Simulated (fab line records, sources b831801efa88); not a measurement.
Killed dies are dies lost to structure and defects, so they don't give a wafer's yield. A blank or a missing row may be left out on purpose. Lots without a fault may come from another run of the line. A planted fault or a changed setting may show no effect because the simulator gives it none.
One fault seen from 2 desks | flow sky130 | each desk has only its own numbers; what lay behind them comes last

THE METROLOGY DESK
What the gauges read, lot by lot, whatever tool the lot ran on: means of the sampled wafers that have a number. A lot is out of limits, marked OUT, if its mean lies more than 4 standard deviations from the usual mean; the brackets give that distance.
Columns: A = CONTACT_HDPCVD_THK at SKY_CONTACT_THK_MEAS_03, usual 562 nm
lot  | first seen here | A
L703 | day 30 03:22    | 562
L706 | day 31 12:14    | 566
L707 | day 31 16:38    | 565
L709 | day 32 09:13    | 558
L714 | day 33 23:55    | 549
L717 | day 35 02:56    | 551
L716 | day 35 05:02    | 548
L720 | day 35 21:54    | 567
L721 | day 36 13:25    | 558
L722 | day 36 15:37    | 553
L725 | day 37 14:54    | 561
L726 | day 37 19:17    | 561
This desk's finding: nothing out of limits on any of the 12 lots.

THE TOOL OWNER'S DESK: hdpcvd-02
The tool's own readings at SKY_CONTACT_HDPCVD_02 (deposits SiO2, target thk 565 nm, time 94.2 s): means of the sampled wafers that have a number, for each lot that ran on this tool. A lot is out of limits, marked OUT, if its mean lies more than 4 standard deviations from the usual mean; the brackets give that distance.
Columns: A = run_length_s at SKY_CONTACT_HDPCVD_02, usual 122.1 s
lot  | first seen here | A
L703 | day 30 03:18    | 121.9
L706 | day 31 12:10    | 122.2
L707 | day 31 16:34    | 122.1
L709 | day 32 09:08    | 122.3
L714 | day 33 23:50    | 120.1
L717 | day 35 02:52    | 120.0 (-4.1) OUT
L716 | day 35 04:58    | 120.0 (-4.2) OUT
L725 | day 37 14:49    | 122.1
L726 | day 37 19:12    | 122.6
This desk's finding: out of limits on L716, L717; first on L717, day 35 02:52 (run_length_s at SKY_CONTACT_HDPCVD_02). In limits: L703, L706, L707, L709, L714, L725, L726.

PUT TOGETHER
The tool owner's desk could have raised an alarm at day 35 02:52, on L716, L717.
The metrology desk saw nothing out of limits.
The metrology desk has L716, L717 on record, within its limits.
Of the lots named, all ran SKY_CONTACT_HDPCVD_02 on hdpcvd-02.

WHAT THE SIMULATOR HAD PUT IN
Process parameter drift: hdpcvd-02, from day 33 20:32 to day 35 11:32, at SKY_CONTACT_HDPCVD_02. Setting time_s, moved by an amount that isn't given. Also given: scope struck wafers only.
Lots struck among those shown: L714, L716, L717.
Hours from the fault's start to each desk's first reading out of limits: the tool owner's desk, 30.
